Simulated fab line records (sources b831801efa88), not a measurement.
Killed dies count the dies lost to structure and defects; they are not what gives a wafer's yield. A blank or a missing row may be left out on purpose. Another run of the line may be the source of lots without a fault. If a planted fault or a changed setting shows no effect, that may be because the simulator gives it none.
Matching of chambers + flow gf180mcu + GF_V5_CMP_04 on cmp-01: 4 sister chambers
The step polishes SiO2. 16 wafers are shown with their chamber, then 8 later ones without.

== WAFERS, EACH WITH ITS CHAMBER ==
| wafer  | chamber | motor current A (A) |
|--------|---------|---------------------|
| L074.1 | 2       | 12.7                |
| L074.2 | 3       | 13.8                |
| L074.6 | 3       | 14.0                |
| L079.2 | 1       | 10.2                |
| L079.3 | 0       | 10.4                |
| L079.5 | 3       | 13.7                |
| L080.1 | 2       | 11.5                |
| L080.2 | 1       | 10.2                |
| L080.4 | 0       | 10.2                |
| L081.1 | 3       | 14.0                |
| L081.4 | 2       | 11.1                |
| L081.5 | 2       | 11.7                |
| L084.1 | 2       | 11.7                |
| L084.3 | 1       | 10.3                |
| L084.4 | 3       | 13.8                |
| L087.1 | 0       | 10.3                |

SIGNATURES (means of the wafers above)
| reading         | chamber 0 | chamber 1 | chamber 2 | chamber 3 | scatter within a chamber |
|-----------------|-----------|-----------|-----------|-----------|--------------------------|
| motor current A | 10.300    | 10.233    | 11.740    | 13.860    | 0.352                    |
Rule: distance of a wafer from a chamber = root of the sum over the readings of ((wafer's reading minus chamber's mean) / reading's scatter) squared. The wafer belongs to the nearest chamber; if the next one is less than 2 further off, it can't be placed. The scatter: take each reading less its chamber's mean, square it, sum over the shown wafers, divide by the number of wafers less the number of chambers, and take the root.

== WAFERS WITHOUT THEIR CHAMBER ==
| wafer  | motor current A (A) |
|--------|---------------------|
| L087.4 | 10.0                |
| L087.5 | 10.3                |
| L088.1 | 9.7                 |
| L088.2 | 13.7                |
| L088.3 | 11.7                |
| L096.3 | 13.2                |
| L096.5 | 10.4                |
| L096.6 | 12.3                |

== EACH ONE'S CHAMBER ==
| wafer  | from the rows above     | in truth |
|--------|-------------------------|----------|
| L087.4 | can't be placed: 1 or 0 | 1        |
| L087.5 | can't be placed: 0 or 1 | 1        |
| L088.1 | can't be placed: 1 or 0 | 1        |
| L088.2 | 3                       | 3        |
| L088.3 | 2                       | 2        |
| L096.3 | 3                       | 3        |
| L096.5 | can't be placed: 0 or 1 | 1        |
| L096.6 | 2                       | 2        |
Correctly placed: 4 of 8. Unplaceable from these rows: 4, with the true chamber sitting among the candidates in 4. Wrongly placed: 0.
